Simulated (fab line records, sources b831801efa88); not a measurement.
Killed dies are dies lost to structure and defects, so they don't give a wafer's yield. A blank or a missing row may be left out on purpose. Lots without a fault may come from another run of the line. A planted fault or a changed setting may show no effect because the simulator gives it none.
Which tool did it? | flow gf180mcu | 11 lots, 33 wafers sampled, at 2 steps of a route of 602

WHAT THE GAUGES READ, wafer by wafer
GF_POLY_GATE_THK_MEAS_01.
lot  | measured     | on            | POLY_GATE_CVD_00_THK (nm)
L441 | day 10 03:25 | film_metro-02 | 146.6 142.6 142.7
L448 | day 12 12:43 | film_metro-04 | 203.3 201.9 202.1
L449 | day 12 15:41 | film_metro-04 | 201.6 200.9 202.2
L450 | day 12 20:32 | film_metro-04 | 201.4 200.6 199.4
L451 | day 13 02:12 | film_metro-02 | 198.3 199.6 199.2
L452 | day 13 08:48 | film_metro-04 | 199.5 198.9 197.7
L453 | day 13 15:11 | film_metro-04 | 200.9 200.8 201.5
L454 | day 13 21:54 | film_metro-01 | 201.4 201.3 201.8
L455 | day 14 06:16 | film_metro-02 | 205.5 204.6 205.8
L456 | day 14 14:50 | film_metro-01 | 198.5 198.3 198.8
L457 | day 14 22:24 | film_metro-04 | 202.6 203.4 201.3

WHICH TOOL RAN EACH LOT (tool, then ch and the chambers of the sampled wafers, then the start)
lot  | GF_POLY_GATE_CVD_00
L441 | lpcvd-02 ch 0, day 10 02:05
L448 | lpcvd-02 ch 0, day 12 11:22
L449 | lpcvd-02 ch 0, day 12 14:21
L450 | lpcvd-02 ch 0, day 12 19:12
L451 | lpcvd-01 ch 0, day 13 00:50
L452 | lpcvd-01 ch 1, day 13 07:28
L453 | lpcvd-01 ch 0, day 13 13:50
L454 | lpcvd-01 ch 1, day 13 20:34
L455 | lpcvd-02 ch 0, day 14 04:56
L456 | lpcvd-01 ch 0, day 14 13:31
L457 | lpcvd-02 ch 0, day 14 21:04
- GF_POLY_GATE_CVD_00: deposits poly-Si, target thk 200 nm, time 1200 s.

WHAT THE TOOLS THEMSELVES READ (means of the sampled wafers that have a number; where no wafer has one, the mark that the record gives instead)
GF_POLY_GATE_CVD_00.
lot  | tool     | spike_tc_top_C (C) | zone_power_bottom_pct (%) | zone_power_lower_pct (%)
L441 | lpcvd-02 | 638.0              | 13.9                      | 8.7
L448 | lpcvd-02 | 638.5              | 13.8                      | 8.8
L449 | lpcvd-02 | 638.6              | 13.8                      | 8.8
L450 | lpcvd-02 | 639.0              | 13.9                      | 8.8
L451 | lpcvd-01 | 635.2              | 14.9                      | 8.5
L452 | lpcvd-01 | 632.4              | 12.9                      | 8.0
L453 | lpcvd-01 | 635.7              | 15.0                      | 8.4
L454 | lpcvd-01 | 633.1              | 12.9                      | 8.1
L455 | lpcvd-02 | 639.7              | 14.0                      | 8.9
L456 | lpcvd-01 | 635.9              | 14.8                      | 8.5
L457 | lpcvd-02 | 639.2              | 13.8                      | 8.8

THE ANSWER, worked out from the rows above alone
Rule: what is usual is taken from the lots themselves. Put in order of their means at a reading, lots are off if they are a third of the lots or fewer, leave a main group of 4 or more, and stand apart from it by a gap of 3 or more times the standard deviation of the main group's means; of several such gaps the widest counts. A main group whose means are all the same, to the digits that the tables above print for the reading, isn't used. A lot without any number at a reading at which 4 lots or more have one is off too. The other lots that the step has rows for count as sound. The gauges are gone through in route order, then the tools' own readings, and for those a lot's mean is taken as printed above. The first step at which some lot is off is used, and at that step the reading that is off furthest; a lot without a number counts as furthest.
Off: L441, at GF_POLY_GATE_THK_MEAS_01 (POLY_GATE_CVD_00_THK). The main group: mean 201.1 nm, standard deviation 2.
A tool fits if, at a process step before that reading, it ran every lot that is off, and no sound lot after the first of them. The gauges at GF_POLY_GATE_THK_MEAS_01 are tried like those tools. None of those tried fits.

WHAT THE SIMULATOR HAD PUT IN
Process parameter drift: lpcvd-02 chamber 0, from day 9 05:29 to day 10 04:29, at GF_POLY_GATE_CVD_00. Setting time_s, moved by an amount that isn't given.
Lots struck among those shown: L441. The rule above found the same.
